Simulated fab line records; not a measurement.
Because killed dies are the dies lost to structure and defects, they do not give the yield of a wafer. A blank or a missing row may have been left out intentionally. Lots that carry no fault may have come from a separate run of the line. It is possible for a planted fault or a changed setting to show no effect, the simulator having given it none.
Matching of chambers | flow sky130 | SKY_CONTACT_CMP_27 on cmp-02: 4 sister chambers
The step polishes, stops on SiO2, t overpolish 15 s, target thk 0 nm. 4 wafers are shown with their chamber, then 8 later ones without.

== WAFERS WITH THEIR CHAMBER ==
wafer  | chamber | motor-current-A (A)
L681.2 | 0       | 10.9
L683.1 | 3       | 11.1
L683.4 | 1       | 10.6
L691.1 | 2       | 9.3

== WAFERS WITH NO CHAMBER GIVEN ==
wafer  | motor-current-A (A)
L691.2 | 10.4
L691.4 | 9.8
L696.2 | 10.8
L696.3 | 9.1
L696.4 | 10.5
L697.1 | 10.5
L697.3 | 10.5
L697.4 | 9.4

== EACH ONE'S CHAMBER ==
wafer  | from the rows above          | in truth
L691.2 | can't be placed: 1 or 0      | 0
L691.4 | can't be placed: 2 or 1      | 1
L696.2 | can't be placed: 0 or 1 or 3 | 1
L696.3 | 2                            | 2
L696.4 | can't be placed: 1 or 0      | 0
L697.1 | can't be placed: 1 or 0      | 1
L697.3 | can't be placed: 1 or 0      | 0
L697.4 | 2                            | 2
Placed correctly: 2 of 8. Cannot be placed on the basis of these rows: 6; the candidates contain the true chamber in 6. Number placed wrongly: 0.
How it was worked out, from the rows above alone: a wafer's distance from a chamber is the root of the sum, over the readings, of the square of ((its reading less the chamber's mean) divided by the reading's scatter). The wafer belongs to the nearest chamber; if the next one is less than 2 further off, it can't be placed. The mean given for a chamber averages the wafers shown for that chamber. The scatter (one wafer shown for each chamber): square how far every hidden wafer sits from the nearest shown wafer, average those squares and take the square root.
